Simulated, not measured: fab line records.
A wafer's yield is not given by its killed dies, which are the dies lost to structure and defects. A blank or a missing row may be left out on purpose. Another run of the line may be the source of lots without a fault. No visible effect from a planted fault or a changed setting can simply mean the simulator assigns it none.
Which tool is to blame? :: flow gf180mcu :: 33 wafers from 11 lots sampled at 6 of the route's 602 steps

WHAT THE GAUGES SHOWED, per wafer
GF_DNWELL_TW_MEAS_09.
lot: L213
measured: day 2 22:44
on: film_metro-02
DNWELL_TW: 1363 1358 1361

lot: L214
measured: day 3 01:34
on: film_metro-02
DNWELL_TW: 1353 1360 1353

lot: L215
measured: day 3 09:52
on: film_metro-02
DNWELL_TW: 1361 1360 1357

lot: L216
measured: day 3 14:52
on: film_metro-04
DNWELL_TW: 1334 1338 1339

lot: L217
measured: day 3 17:29
on: film_metro-04
DNWELL_TW: 1334 1336 1333

lot: L221
measured: day 4 14:33
on: film_metro-04
DNWELL_TW: 1349 1348 1351

lot: L222
measured: day 4 18:57
on: film_metro-04
DNWELL_TW: 1331 1325 1325

lot: L228
measured: day 6 01:14
on: film_metro-04
DNWELL_TW: 1338 1342 1345

lot: L231
measured: day 6 18:23
on: film_metro-01
DNWELL_TW: 1355 1359 1371

lot: L233
measured: day 7 04:59
on: film_metro-01
DNWELL_TW: 1365 1363 1365

lot: L236
measured: day 7 21:23
on: film_metro-01
DNWELL_TW: 1352 1354 1356

GF_PSD_RS_MEAS_14: measures by four-point-probe.
lot: L213
measured: day 14 11:44
on: film_metro-03
NSD_RS (ohm/sq): 46.21 46.20 46.12

lot: L214
measured: day 14 13:49
on: film_metro-03
NSD_RS (ohm/sq): 46.27 46.25 46.26

lot: L215
measured: day 15 04:00
on: film_metro-03
NSD_RS (ohm/sq): 46.08 46.10 46.26

lot: L216
measured: day 15 12:58
on: film_metro-02
NSD_RS (ohm/sq): 46.19 46.28 46.20

lot: L217
measured: day 15 19:07
on: film_metro-03
NSD_RS (ohm/sq): 46.39 46.52 46.35

lot: L221
measured: day 17 01:18
on: film_metro-02
NSD_RS (ohm/sq): 46.20 46.04 46.03

lot: L222
measured: day 17 08:16
on: film_metro-01
NSD_RS (ohm/sq): 45.96 46.04 46.07

lot: L228
measured: day 19 09:07
on: film_metro-02
NSD_RS (ohm/sq): 46.64 46.69 46.66

lot: L231
measured: day 20 17:26
on: film_metro-01
NSD_RS (ohm/sq): 46.56 46.56 46.56

lot: L233
measured: day 21 05:14
on: film_metro-01
NSD_RS (ohm/sq): 46.01 45.95 46.02

lot: L236
measured: day 22 04:56
on: film_metro-03
NSD_RS (ohm/sq): 46.16 46.16 46.22

GF_M1_THK_MEAS_06: measures by xrf.
lot: L213
measured: day 16 11:53
on: film_metro-01
M1_ALCU_THK (nm): 454 450 444

lot: L214
measured: day 16 12:37
on: film_metro-01
M1_ALCU_THK (nm): 456 457 451

lot: L215
measured: day 17 03:47
on: film_metro-03
M1_ALCU_THK (nm): 456 451 459

lot: L216
measured: day 17 13:46
on: film_metro-02
M1_ALCU_THK (nm): 445 450 449

lot: L217
measured: day 17 20:26
on: film_metro-01
M1_ALCU_THK (nm): 461 462 463

lot: L221
measured: day 19 04:12
on: film_metro-01
M1_ALCU_THK (nm): 449 454 453

lot: L222
measured: day 19 11:05
on: film_metro-01
M1_ALCU_THK (nm): 465 464 456

lot: L228
measured: day 21 13:53
on: film_metro-01
M1_ALCU_THK (nm): 450 456 454

lot: L231
measured: day 22 20:34
on: film_metro-02
M1_ALCU_THK (nm): 456 453 456

lot: L233
measured: day 23 07:38
on: film_metro-02
M1_ALCU_THK (nm): 449 454 448

lot: L236
measured: day 24 05:32
on: film_metro-01
M1_ALCU_THK (nm): 442 451 451

EACH LOT AND THE TOOL THAT RAN IT (in order: tool; ch and the chambers of the sampled wafers; start)
lot: L213
GF_NWELL_STRIP_10: plasma_asher-02 ch 0,1, day 3 11:38
GF_NSD_IMPLANT_09: implanter-01 ch 0, day 13 14:54
GF_NSD_STRIP_11: plasma_asher-02 ch 0,1, day 13 15:12

lot: L214
GF_NWELL_STRIP_10: plasma_asher-03 ch 0,1, day 3 13:59
GF_NSD_IMPLANT_09: implanter-04 ch 0, day 13 16:29
GF_NSD_STRIP_11: plasma_asher-02 ch 0,1, day 13 16:47

lot: L215
GF_NWELL_STRIP_10: plasma_asher-04 ch 0,1, day 3 23:28
GF_NSD_IMPLANT_09: implanter-01 ch 0, day 14 05:52
GF_NSD_STRIP_11: plasma_asher-03 ch 0,1, day 14 06:08

lot: L216
GF_NWELL_STRIP_10: plasma_asher-04 ch 0,1, day 4 04:11
GF_NSD_IMPLANT_09: implanter-04 ch 0, day 14 14:58
GF_NSD_STRIP_11: plasma_asher-02 ch 1, day 14 15:15

lot: L217
GF_NWELL_STRIP_10: plasma_asher-04 ch 0,1, day 4 06:34
GF_NSD_IMPLANT_09: implanter-04 ch 0, day 14 20:41
GF_NSD_STRIP_11: plasma_asher-02 ch 0,1, day 14 20:58

lot: L221
GF_NWELL_STRIP_10: plasma_asher-02 ch 0,1, day 5 04:31
GF_NSD_IMPLANT_09: implanter-04 ch 0, day 16 02:31
GF_NSD_STRIP_11: plasma_asher-04 ch 0,1, day 16 02:47

lot: L222
GF_NWELL_STRIP_10: plasma_asher-03 ch 0,1, day 5 09:21
GF_NSD_IMPLANT_09: implanter-03 ch 0, day 16 09:07
GF_NSD_STRIP_11: plasma_asher-04 ch 0,1, day 16 09:23

lot: L228
GF_NWELL_STRIP_10: plasma_asher-04 ch 0,1, day 6 17:02
GF_NSD_IMPLANT_09: implanter-04 ch 0, day 18 08:34
GF_NSD_STRIP_11: plasma_asher-03 ch 0,1, day 18 08:51

lot: L231
GF_NWELL_STRIP_10: plasma_asher-03 ch 0, day 7 10:17
GF_NSD_IMPLANT_09: implanter-04 ch 0, day 19 16:37
GF_NSD_STRIP_11: plasma_asher-03 ch 1, day 19 16:55

lot: L233
GF_NWELL_STRIP_10: plasma_asher-04 ch 0,1, day 7 21:05
GF_NSD_IMPLANT_09: implanter-01 ch 0, day 20 04:15
GF_NSD_STRIP_11: plasma_asher-03 ch 0,1, day 20 04:33

lot: L236
GF_NWELL_STRIP_10: plasma_asher-04 ch 0,1, day 8 13:28
GF_NSD_IMPLANT_09: implanter-01 ch 0, day 21 04:37
GF_NSD_STRIP_11: plasma_asher-02 ch 0,1, day 21 04:54
- GF_NWELL_STRIP_10: strips in O2/N2.
- GF_NSD_IMPLANT_09
- GF_NSD_STRIP_11: strips in O2/N2.

AS READ BY THE TOOLS THEMSELVES (means over the sampled wafers that have a number; for cases with no such wafer, the mark the record gives instead)
GF_NWELL_STRIP_10.
lot: L213
tool: plasma_asher-02
drypump_motor_current_A (A): 5.72
heater_power_w (W): 364
o2_flow_sccm (sccm): 3000
oes_product_au (a.u.): 0.721
strip_time_to_endpoint_s (s): 37.01

lot: L214
tool: plasma_asher-03
drypump_motor_current_A (A): 5.53
heater_power_w (W): 385
o2_flow_sccm (sccm): 2998
oes_product_au (a.u.): 0.719
strip_time_to_endpoint_s (s): 36.98

lot: L215
tool: plasma_asher-04
drypump_motor_current_A (A): 5.55
heater_power_w (W): 280
o2_flow_sccm (sccm): 2996
oes_product_au (a.u.): 0.721
strip_time_to_endpoint_s (s): 37.07

lot: L216
tool: plasma_asher-04
drypump_motor_current_A (A): 5.70
heater_power_w (W): 306
o2_flow_sccm (sccm): 3012
oes_product_au (a.u.): 0.724
strip_time_to_endpoint_s (s): 36.82

lot: L217
tool: plasma_asher-04
drypump_motor_current_A (A): 5.55
heater_power_w (W): 281
o2_flow_sccm (sccm): 3002
oes_product_au (a.u.): 0.728
strip_time_to_endpoint_s (s): 36.87

lot: L221
tool: plasma_asher-02
drypump_motor_current_A (A): 5.73
heater_power_w (W): 363
o2_flow_sccm (sccm): 2991
oes_product_au (a.u.): 0.724
strip_time_to_endpoint_s (s): 36.79

lot: L222
tool: plasma_asher-03
drypump_motor_current_A (A): 5.61
heater_power_w (W): 372
o2_flow_sccm (sccm): 3001
oes_product_au (a.u.): 0.724
strip_time_to_endpoint_s (s): 36.94

lot: L228
tool: plasma_asher-04
drypump_motor_current_A (A): 5.55
heater_power_w (W): 285
o2_flow_sccm (sccm): 3005
oes_product_au (a.u.): 0.724
strip_time_to_endpoint_s (s): 37.10

lot: L231
tool: plasma_asher-03
drypump_motor_current_A (A): 5.68
heater_power_w (W): 347
o2_flow_sccm (sccm): 3008
oes_product_au (a.u.): 0.726
strip_time_to_endpoint_s (s): 36.95

lot: L233
tool: plasma_asher-04
drypump_motor_current_A (A): 5.69
heater_power_w (W): 308
o2_flow_sccm (sccm): 3004
oes_product_au (a.u.): 0.723
strip_time_to_endpoint_s (s): 37.02

lot: L236
tool: plasma_asher-04
drypump_motor_current_A (A): 5.71
heater_power_w (W): 304
o2_flow_sccm (sccm): 3007
oes_product_au (a.u.): 0.719
strip_time_to_endpoint_s (s): 36.99

GF_NSD_IMPLANT_09.
lot: L213
tool: implanter-01
beam_energy_keV: 59.988
end_station_pressure_torr (Torr): 1.27e-05

lot: L214
tool: implanter-04
beam_energy_keV: 59.987
end_station_pressure_torr (Torr): 1.21e-05

lot: L215
tool: implanter-01
beam_energy_keV: 60.020
end_station_pressure_torr (Torr): 1.24e-05

lot: L216
tool: implanter-04
beam_energy_keV: 60.021
end_station_pressure_torr (Torr): 1.24e-05

lot: L217
tool: implanter-04
beam_energy_keV: 60.005
end_station_pressure_torr (Torr): 1.25e-05

lot: L221
tool: implanter-04
beam_energy_keV: 60.015
end_station_pressure_torr (Torr): 1.24e-05

lot: L222
tool: implanter-03
beam_energy_keV: 60.006
end_station_pressure_torr (Torr): 1.28e-05

lot: L228
tool: implanter-04
beam_energy_keV: 58.075
end_station_pressure_torr (Torr): 1.27e-05

lot: L231
tool: implanter-04
beam_energy_keV: 58.062
end_station_pressure_torr (Torr): 1.22e-05

lot: L233
tool: implanter-01
beam_energy_keV: 60.010
end_station_pressure_torr (Torr): 1.23e-05

lot: L236
tool: implanter-01
beam_energy_keV: 60.024
end_station_pressure_torr (Torr): 1.38e-05

GF_NSD_STRIP_11.
lot: L213
tool: plasma_asher-02
drypump_motor_current_A (A): 5.46
heater_power_w (W): 356
o2_flow_sccm (sccm): 3006
oes_product_au (a.u.): 0.489
strip_time_to_endpoint_s (s): 22.98

lot: L214
tool: plasma_asher-02
drypump_motor_current_A (A): 5.73
heater_power_w (W): 366
o2_flow_sccm (sccm): 2994
oes_product_au (a.u.): 0.488
strip_time_to_endpoint_s (s): 22.95

lot: L215
tool: plasma_asher-03
drypump_motor_current_A (A): 5.58
heater_power_w (W): 365
o2_flow_sccm (sccm): 2995
oes_product_au (a.u.): 0.484
strip_time_to_endpoint_s (s): 22.97

lot: L216
tool: plasma_asher-02
drypump_motor_current_A (A): 5.20
heater_power_w (W): 364
o2_flow_sccm (sccm): 3002
oes_product_au (a.u.): 0.483
strip_time_to_endpoint_s (s): 22.90

lot: L217
tool: plasma_asher-02
drypump_motor_current_A (A): 5.44
heater_power_w (W): 369
o2_flow_sccm (sccm): 2997
oes_product_au (a.u.): 0.489
strip_time_to_endpoint_s (s): 22.96

lot: L221
tool: plasma_asher-04
drypump_motor_current_A (A): 5.69
heater_power_w (W): 303
o2_flow_sccm (sccm): 2990
oes_product_au (a.u.): 0.489
strip_time_to_endpoint_s (s): 22.95

lot: L222
tool: plasma_asher-04
drypump_motor_current_A (A): 5.55
heater_power_w (W): 285
o2_flow_sccm (sccm): 2987
oes_product_au (a.u.): 0.487
strip_time_to_endpoint_s (s): 22.99

lot: L228
tool: plasma_asher-03
drypump_motor_current_A (A): 5.54
heater_power_w (W): 388
o2_flow_sccm (sccm): 3009
oes_product_au (a.u.): 0.490
strip_time_to_endpoint_s (s): 22.70

lot: L231
tool: plasma_asher-03
drypump_motor_current_A (A): 5.49
heater_power_w (W): 376
o2_flow_sccm (sccm): 2993
oes_product_au (a.u.): 0.485
strip_time_to_endpoint_s (s): 22.68

lot: L233
tool: plasma_asher-03
drypump_motor_current_A (A): 5.59
heater_power_w (W): 349
o2_flow_sccm (sccm): 3004
oes_product_au (a.u.): 0.488
strip_time_to_endpoint_s (s): 23.02

lot: L236
tool: plasma_asher-02
drypump_motor_current_A (A): 5.47
heater_power_w (W): 360
o2_flow_sccm (sccm): 2995
oes_product_au (a.u.): 0.486
strip_time_to_endpoint_s (s): 22.95

THE ANSWER, worked out from the rows above alone
Rule: the lots themselves supply what counts as usual. The widest of any qualifying gaps counts: lots, ordered by their means at a reading, are off when they make up no more than a third of the lots, leave a main group of 4 or more, and stand apart from it by 3 or more times the standard deviation of that group's means. If all means in a main group match to the digits the tables above print for the reading, that group is not used. Also off: a lot with no number at a reading for which 4 or more lots have one. Where the step has rows for the other lots, those lots are counted as sound. First the gauges in route order, then the tools' own readings, where a lot's mean is used as printed above. The first step at which some lot is off is used, and at that step the reading that is off furthest; a lot without a number counts as furthest.
Off: L228, L231, at GF_NSD_IMPLANT_09 (beam_energy_keV). Main group: mean 60.008, sd 0.013.
If a tool, at that step or one of the process steps before it, ran each lot that is off and ran no sound lot following the first of them, it fits. One fits: implanter-04 at GF_NSD_IMPLANT_09. Its last sound lot is L221 (day 16 02:31), its first lot that is off L228 (day 18 08:34): a fault that began between those two fits.
The tool's own readings at GF_NSD_IMPLANT_09 bear it out: on the lots that are off they differ by more than 5 times the standard deviation of the sound lots' means. beam_energy_keV reads 58.069 there against 60.008 on the sound lots.

WHAT THE SIMULATOR HAD INSERTED
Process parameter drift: implanter-04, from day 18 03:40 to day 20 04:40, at GF_NSD_IMPLANT_09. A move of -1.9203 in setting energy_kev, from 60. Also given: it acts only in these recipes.
Struck lots among those shown: L228, L231. The rule above reached the same finding.
